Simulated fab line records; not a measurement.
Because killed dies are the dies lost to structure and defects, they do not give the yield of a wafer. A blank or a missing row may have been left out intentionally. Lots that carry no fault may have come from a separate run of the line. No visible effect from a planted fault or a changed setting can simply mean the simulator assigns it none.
Which tool did it? :: flow gf180mcu :: 12 lots, 36 wafers sampled, at 5 steps of a route of 602

WHAT THE GAUGES SHOWED, per wafer
GF_STI_CD_MEAS_12 targets a cd of 220 nm.
lot: L592
measured: day 2 02:17
on: cd_sem-02
cd_nm (nm): 219.7 220.5 220.5

lot: L593
measured: day 2 06:34
on: cd_sem-01
cd_nm (nm): 219.7 219.5 220.0

lot: L594
measured: day 2 11:07
on: cd_sem-02
cd_nm (nm): 219.7 220.0 219.7

lot: L595
measured: day 2 16:55
on: cd_sem-02
cd_nm (nm): 217.8 217.6 219.1

lot: L596
measured: day 2 22:20
on: cd_sem-01
cd_nm (nm): 220.1 221.1 221.5

lot: L597
measured: day 3 03:49
on: cd_sem-02
cd_nm (nm): 219.1 219.4 219.6

lot: L598
measured: day 3 08:28
on: cd_sem-02
cd_nm (nm): 219.0 218.7 218.3

lot: L599
measured: day 3 13:17
on: cd_sem-01
cd_nm (nm): 220.9 218.6 218.5

lot: L600
measured: day 3 18:44
on: cd_sem-02
cd_nm (nm): 221.0 220.7 220.7

lot: L603
measured: day 4 11:12
on: cd_sem-01
cd_nm (nm): 220.0 219.6 220.2

lot: L607
measured: day 5 06:45
on: cd_sem-01
cd_nm (nm): 223.0 222.1 222.4

lot: L612
measured: day 6 08:07
on: cd_sem-01
cd_nm (nm): 220.8 219.6 221.0

GF_NWELL_TW_MEAS_11.
lot: L592
measured: day 3 07:42
on: film_metro-02
NWELL_TW: 1551 1544 1537

lot: L593
measured: day 3 12:34
on: film_metro-04
NWELL_TW: 1585 1585 1585

lot: L594
measured: day 3 20:20
on: film_metro-02
NWELL_TW: 1546 1545 1549

lot: L595
measured: day 4 00:10
on: film_metro-04
NWELL_TW: 1586 1587 1602

lot: L596
measured: day 4 04:45
on: film_metro-02
NWELL_TW: 1544 1552 1536

lot: L597
measured: day 4 11:37
on: film_metro-04
NWELL_TW: 1586 1595 1592

lot: L598
measured: day 4 16:23
on: film_metro-02
NWELL_TW: 1539 1542 1545

lot: L599
measured: day 4 20:33
on: film_metro-04
NWELL_TW: 1582 1578 1590

lot: L600
measured: day 5 03:58
on: film_metro-02
NWELL_TW: 1543 1553 1544

lot: L603
measured: day 5 20:56
on: film_metro-01
NWELL_TW: 1573 1574 1576

lot: L607
measured: day 6 17:13
on: film_metro-02
NWELL_TW: 1555 1542 1555

lot: L612
measured: day 7 20:41
on: film_metro-01
NWELL_TW: 1584 1582 1573

GF_HV_LDD_CD_MEAS_19 targets a cd of 400 nm.
lot: L592
measured: day 10 20:38
on: cd_sem-02
cd_nm (nm): 399.2 398.3 397.9

lot: L593
measured: day 11 03:16
on: cd_sem-01
cd_nm (nm): 402.1 400.4 400.1

lot: L594
measured: day 11 10:42
on: cd_sem-02
cd_nm (nm): 400.4 399.8 401.5

lot: L595
measured: day 11 18:10
on: cd_sem-01
cd_nm (nm): 401.5 399.4 401.8

lot: L596
measured: day 12 00:10
on: cd_sem-01
cd_nm (nm): 397.5 395.2 398.6

lot: L597
measured: day 12 18:22
on: cd_sem-01
cd_nm (nm): 399.9 398.1 396.7

lot: L598
measured: day 12 18:37
on: cd_sem-01
cd_nm (nm): 401.1 401.1 400.0

lot: L599
measured: day 12 18:45
on: cd_sem-01
cd_nm (nm): 399.3 399.1 398.6

lot: L600
measured: day 13 15:49
on: cd_sem-01
cd_nm (nm): 403.9 403.8 404.6

lot: L603
measured: day 14 04:17
on: cd_sem-01
cd_nm (nm): 379.8 382.9 381.8

lot: L607
measured: day 15 16:12
on: cd_sem-02
cd_nm (nm): 379.0 378.9 378.5

lot: L612
measured: day 17 09:55
on: cd_sem-02
cd_nm (nm): 400.1 399.0 399.0

GF_HV_LDD_CD_MEAS_31 targets a cd of 400 nm.
lot: L592
measured: day 11 15:05
on: cd_sem-01
cd_nm (nm): 398.9 402.0 397.7

lot: L593
measured: day 11 21:52
on: cd_sem-02
cd_nm (nm): 397.4 397.6 396.7

lot: L594
measured: day 12 14:30
on: cd_sem-01
cd_nm (nm): 402.3 402.0 402.3

lot: L595
measured: day 12 15:48
on: cd_sem-01
cd_nm (nm): 400.7 400.6 400.9

lot: L596
measured: day 12 17:41
on: cd_sem-01
cd_nm (nm): 398.1 398.0 397.1

lot: L597
measured: day 13 14:36
on: cd_sem-01
cd_nm (nm): 396.7 398.0 398.6

lot: L598
measured: day 13 14:58
on: cd_sem-01
cd_nm (nm): 401.3 404.5 402.2

lot: L599
measured: day 13 15:31
on: cd_sem-01
cd_nm (nm): 400.8 402.3 400.8

lot: L600
measured: day 14 12:56
on: cd_sem-01
cd_nm (nm): 403.4 402.5 403.2

lot: L603
measured: day 15 01:05
on: cd_sem-02
cd_nm (nm): 396.4 397.6 395.1

lot: L607
measured: day 16 15:03
on: cd_sem-01
cd_nm (nm): 402.0 400.7 402.5

lot: L612
measured: day 18 09:48
on: cd_sem-01
cd_nm (nm): 401.7 402.0 400.5

TOOL THAT RAN EACH LOT (tool first, then ch and the chambers of the sampled wafers, then the start)
lot: L592
GF_HV_LDD_EXPOSE_16: iline_stepper-01 ch 0, day 10 11:56

lot: L593
GF_HV_LDD_EXPOSE_16: iline_stepper-01 ch 0, day 10 17:43

lot: L594
GF_HV_LDD_EXPOSE_16: iline_stepper-01 ch 0, day 11 02:15

lot: L595
GF_HV_LDD_EXPOSE_16: iline_stepper-01 ch 0, day 11 09:06

lot: L596
GF_HV_LDD_EXPOSE_16: iline_stepper-01 ch 0, day 11 15:07

lot: L597
GF_HV_LDD_EXPOSE_16: iline_stepper-02 ch 0, day 12 10:40

lot: L598
GF_HV_LDD_EXPOSE_16: iline_stepper-02 ch 0, day 12 10:53

lot: L599
GF_HV_LDD_EXPOSE_16: iline_stepper-02 ch 0, day 12 11:02

lot: L600
GF_HV_LDD_EXPOSE_16: iline_stepper-01 ch 0, day 13 06:12

lot: L603
GF_HV_LDD_EXPOSE_16: iline_stepper-02 ch 0, day 13 17:44

lot: L607
GF_HV_LDD_EXPOSE_16: iline_stepper-02 ch 0, day 15 05:53

lot: L612
GF_HV_LDD_EXPOSE_16: iline_stepper-01 ch 0, day 16 22:08
- GF_HV_LDD_EXPOSE_16: exposes mask Pplus LV AREA, target cd 400 nm.

AS READ BY THE TOOLS THEMSELVES (means over the sampled wafers that have a number; for cases with no such wafer, the mark the record gives instead)
GF_HV_LDD_EXPOSE_16.
lot: L592
tool: iline_stepper-01
exposure_dose_mJ_cm2: 139.90

lot: L593
tool: iline_stepper-01
exposure_dose_mJ_cm2: 140.22

lot: L594
tool: iline_stepper-01
exposure_dose_mJ_cm2: 140.15

lot: L595
tool: iline_stepper-01
exposure_dose_mJ_cm2: 139.91

lot: L596
tool: iline_stepper-01
exposure_dose_mJ_cm2: 140.14

lot: L597
tool: iline_stepper-02
exposure_dose_mJ_cm2: 139.98

lot: L598
tool: iline_stepper-02
exposure_dose_mJ_cm2: 139.87

lot: L599
tool: iline_stepper-02
exposure_dose_mJ_cm2: 140.06

lot: L600
tool: iline_stepper-01
exposure_dose_mJ_cm2: 140.02

lot: L603
tool: iline_stepper-02
exposure_dose_mJ_cm2: 131.22

lot: L607
tool: iline_stepper-02
exposure_dose_mJ_cm2: 131.13

lot: L612
tool: iline_stepper-01
exposure_dose_mJ_cm2: 140.02

THE ANSWER, worked out from the rows above alone
Rule: the lots themselves supply what counts as usual. The widest of any qualifying gaps counts: lots, ordered by their means at a reading, are off when they make up no more than a third of the lots, leave a main group of 4 or more, and stand apart from it by 3 or more times the standard deviation of that group's means. Not used: any main group whose means are identical at the precision the tables above print for the reading. A lot without any number at a reading at which 4 lots or more have one is off too. All remaining lots with rows at the step are treated as sound. The gauges are gone through in route order, then the tools' own readings, and for those a lot's mean is taken as printed above. The first step at which some lot is off is used, and at that step the reading that is off furthest; a lot without a number counts as furthest.
Off, at GF_HV_LDD_CD_MEAS_19 on cd_nm: L603, L607. The main group has a mean of 399.9 nm with a standard deviation of 1.9.
A tool fits if, at a process step before that reading, it ran every lot that is off, and no sound lot after the first of them. The gauges at GF_HV_LDD_CD_MEAS_19 aren't tried: what is off there is off at GF_HV_LDD_EXPOSE_16 too, on other tools, and a gauge's error can't cause that. One fits: iline_stepper-02 at GF_HV_LDD_EXPOSE_16. A fault onset in the window from L599 (day 12 11:02, its last sound lot) to L603 (day 13 17:44, its first lot off) fits.
The tool's own readings at GF_HV_LDD_EXPOSE_16 bear it out: on the lots that are off they differ by more than 5 times the standard deviation of the sound lots' means. exposure_dose_mJ_cm2 reads 131.18 there against 140.03 on the sound lots.

WHAT THE SIMULATOR HAD INSERTED
Process parameter drift: iline_stepper-02, from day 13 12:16 on, at GF_HV_LDD_EXPOSE_16. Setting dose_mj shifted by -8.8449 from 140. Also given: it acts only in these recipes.
Shown lots that were struck: L603, L607. The same result came from the rule above.
